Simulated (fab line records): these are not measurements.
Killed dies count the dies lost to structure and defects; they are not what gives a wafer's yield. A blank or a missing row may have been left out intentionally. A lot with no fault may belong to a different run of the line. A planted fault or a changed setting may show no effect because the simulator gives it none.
Which of the tools did it? :: flow gf180mcu :: 14 lots with 42 wafers sampled at 4 steps, on a route of 602 steps

## WHAT EACH GAUGE READ, for each wafer
GF_STI_THK_MEAS_04.
lot: L303
measured: day 1 15:41
on: film metro-02
STI_CVD_03_THK (nm): 204.7 204.4 202.8

lot: L304
measured: day 1 19:47
on: film metro-01
STI_CVD_03_THK (nm): 208.0 206.2 206.5

lot: L305
measured: day 2 03:51
on: film metro-03
STI_CVD_03_THK (nm): 205.3 207.4 205.9

lot: L306
measured: day 2 10:46
on: film metro-03
STI_CVD_03_THK (nm): 210.8 210.1 209.3

lot: L307
measured: day 2 10:47
on: film metro-01
STI_CVD_03_THK (nm): 207.7 207.0 206.6

lot: L308
measured: day 2 16:25
on: film metro-01
STI_CVD_03_THK (nm): 206.8 209.7 209.9

lot: L310
measured: day 3 00:34
on: film metro-03
STI_CVD_03_THK (nm): 209.3 207.4 210.5

lot: L317
measured: day 4 11:34
on: film metro-01
STI_CVD_03_THK (nm): 203.2 203.5 206.3

lot: L319
measured: day 4 21:58
on: film metro-03
STI_CVD_03_THK (nm): 206.6 205.3 206.4

lot: L321
measured: day 5 08:34
on: film metro-02
STI_CVD_03_THK (nm): 205.4 206.9 206.2

lot: L322
measured: day 5 12:34
on: film metro-02
STI_CVD_03_THK (nm): 208.1 209.0 210.8

lot: L323
measured: day 5 17:34
on: film metro-02
STI_CVD_03_THK (nm): 206.2 206.9 205.9

lot: L324
measured: day 5 23:16
on: film metro-03
STI_CVD_03_THK (nm): 204.9 206.0 204.7

lot: L325
measured: day 6 05:32
on: film metro-03
STI_CVD_03_THK (nm): 202.6 202.0 203.7

GF_MVSD_OVL_MEAS_07.
lot: L303
measured: day 4 20:49
on: overlay-02
MVSD_OVL (nm): 2.1 1.3 2.9

lot: L304
measured: day 4 21:23
on: overlay-01
MVSD_OVL (nm): 1.8 0.5 1.8

lot: L305
measured: day 5 03:19
on: overlay-01
MVSD_OVL (nm): 0.8 2.4 1.7

lot: L306
measured: day 5 13:01
on: overlay-01
MVSD_OVL (nm): 0.6 -0.7 0.9

lot: L307
measured: day 5 13:46
on: overlay-02
MVSD_OVL (nm): 0.5 1.8 1.8

lot: L308
measured: day 5 21:16
on: overlay-01
MVSD_OVL (nm): 0.3 -0.5 0.2

lot: L310
measured: day 6 07:38
on: overlay-02
MVSD_OVL (nm): 0.6 0.4 -0.2

lot: L317
measured: day 7 23:04
on: overlay-02
MVSD_OVL (nm): 1.5 0.2 0.9

lot: L319
measured: day 8 10:08
on: overlay-01
MVSD_OVL (nm): -0.2 1.6 1.3

lot: L321
measured: day 8 22:28
on: overlay-01
MVSD_OVL (nm): -0.3 2.5 1.7

lot: L322
measured: day 9 03:25
on: overlay-01
MVSD_OVL (nm): 0.9 1.0 0.2

lot: L323
measured: day 9 10:16
on: overlay-02
MVSD_OVL (nm): 1.6 1.4 -1.0

lot: L324
measured: day 9 14:49
on: overlay-02
MVSD_OVL (nm): 1.7 1.0 1.8

lot: L325
measured: day 9 22:34
on: overlay-02
MVSD_OVL (nm): 0.5 -1.0 -2.2

GF_MVSD_TW_MEAS_11.
lot: L303
measured: day 4 21:16
on: film metro-01
MVSD_TW: 1579 1568 1569

lot: L304
measured: day 4 21:50
on: film metro-04
MVSD_TW: 1610 1591 1589

lot: L305
measured: day 5 03:46
on: film metro-01
MVSD_TW: 1568 1552 1567

lot: L306
measured: day 5 13:28
on: film metro-04
MVSD_TW: 1584 1587 1584

lot: L307
measured: day 5 14:13
on: film metro-03
MVSD_TW: 1588 1602 1600

lot: L308
measured: day 5 21:43
on: film metro-01
MVSD_TW: 1586 1584 1572

lot: L310
measured: day 6 08:04
on: film metro-04
MVSD_TW: 1602 1590 1591

lot: L317
measured: day 7 23:31
on: film metro-01
MVSD_TW: 1578 1562 1560

lot: L319
measured: day 8 10:35
on: film metro-03
MVSD_TW: 1594 1605 1597

lot: L321
measured: day 8 22:55
on: film metro-04
MVSD_TW: 1585 1589 1584

lot: L322
measured: day 9 03:52
on: film metro-03
MVSD_TW: 1606 1598 1600

lot: L323
measured: day 9 10:42
on: film metro-04
MVSD_TW: 1589 1591 1593

lot: L324
measured: day 9 15:15
on: film metro-03
MVSD_TW: 1601 1598 1597

lot: L325
measured: day 9 23:01
on: film metro-01
MVSD_TW: 1581 1581 1577

## EACH LOT AND THE TOOL THAT RAN IT (in order: tool; ch and the chambers of the sampled wafers; start)
lot: L303
GF_DNWELL_IMPLANT_07: implanter-02 ch 0, day 3 02:59

lot: L304
GF_DNWELL_IMPLANT_07: implanter-01 ch 0, day 3 03:23

lot: L305
GF_DNWELL_IMPLANT_07: implanter-02 ch 0, day 3 08:19

lot: L306
GF_DNWELL_IMPLANT_07: implanter-01 ch 0, day 3 17:04

lot: L307
GF_DNWELL_IMPLANT_07: implanter-01 ch 0, day 3 18:18

lot: L308
GF_DNWELL_IMPLANT_07: implanter-01 ch 0, day 4 00:43

lot: L310
GF_DNWELL_IMPLANT_07: implanter-01 ch 0, day 4 10:08

lot: L317
GF_DNWELL_IMPLANT_07: implanter-01 ch 0, day 5 22:11

lot: L319
GF_DNWELL_IMPLANT_07: implanter-03 ch 0, day 6 08:33

lot: L321
GF_DNWELL_IMPLANT_07: implanter-03 ch 0, day 6 20:02

lot: L322
GF_DNWELL_IMPLANT_07: implanter-02 ch 0, day 7 00:02

lot: L323
GF_DNWELL_IMPLANT_07: implanter-02 ch 0, day 7 06:04

lot: L324
GF_DNWELL_IMPLANT_07: implanter-02 ch 0, day 7 10:43

lot: L325
GF_DNWELL_IMPLANT_07: implanter-02 ch 0, day 7 17:15
- GF_DNWELL_IMPLANT_07

## AS READ BY THE TOOLS THEMSELVES (means over the sampled wafers that have a number; for cases with no such wafer, the mark the record gives instead)
GF_DNWELL_IMPLANT_07.
lot: L303
tool: implanter-02
beam energy keV: 1500.7
beam on s (s): 9.84

lot: L304
tool: implanter-01
beam energy keV: 1499.9
beam on s (s): 9.91

lot: L305
tool: implanter-02
beam energy keV: 1500.3
beam on s (s): 10.00

lot: L306
tool: implanter-01
beam energy keV: 1499.7
beam on s (s): 10.13

lot: L307
tool: implanter-01
beam energy keV: 1499.8
beam on s (s): 10.04

lot: L308
tool: implanter-01
beam energy keV: 1500.0
beam on s (s): 10.04

lot: L310
tool: implanter-01
beam energy keV: 1350.9
beam on s (s): 9.93

lot: L317
tool: implanter-01
beam energy keV: 1351.0
beam on s (s): 10.19

lot: L319
tool: implanter-03
beam energy keV: 1500.3
beam on s (s): 9.89

lot: L321
tool: implanter-03
beam energy keV: 1499.6
beam on s (s): 10.18

lot: L322
tool: implanter-02
beam energy keV: 1500.1
beam on s (s): 10.21

lot: L323
tool: implanter-02
beam energy keV: 1499.9
beam on s (s): 9.99

lot: L324
tool: implanter-02
beam energy keV: 1500.1
beam on s (s): 10.03

lot: L325
tool: implanter-02
beam energy keV: 1500.3
beam on s (s): 10.10

## THE ANSWER, worked out from the rows above alone
Rule: usual is defined by the lots themselves. The widest of any qualifying gaps counts: lots, ordered by their means at a reading, are off when they make up no more than a third of the lots, leave a main group of 4 or more, and stand apart from it by 3 or more times the standard deviation of that group's means. The tables above print the reading to a certain number of digits; a main group whose means all agree to those digits is not used. A lot without any number at a reading at which 4 lots or more have one is off too. Any other lot the step has rows for is counted as sound. First the gauges in route order, then the tools' own readings, where a lot's mean is used as printed above. The first step at which some lot is off is used, and at that step the reading that is off furthest; a lot without a number counts as furthest.
Off: L310, L317 (GF_DNWELL_IMPLANT_07, beam energy keV). The main group has a mean of 1500.1 with a standard deviation of 0.3.
If a tool, at that step or one of the process steps before it, ran each lot that is off and ran no sound lot following the first of them, it fits. One candidate fits, namely implanter-01 at GF_DNWELL_IMPLANT_07. Its last sound lot is L308 (day 4 00:43), its first lot that is off L310 (day 4 10:08): a fault that began between those two fits.
The tool's own readings at GF_DNWELL_IMPLANT_07 bear it out: on the lots that are off they differ by more than 5 times the standard deviation of the sound lots' means. beam energy keV reads 1351.0 there against 1500.1 on the sound lots.

## WHAT THE SIMULATOR PUT IN
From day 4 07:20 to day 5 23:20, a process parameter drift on implanter-01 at GF_DNWELL_IMPLANT_07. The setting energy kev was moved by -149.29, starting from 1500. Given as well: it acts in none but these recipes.
Shown lots that were struck: L310, L317. This agrees with what the rule above found.
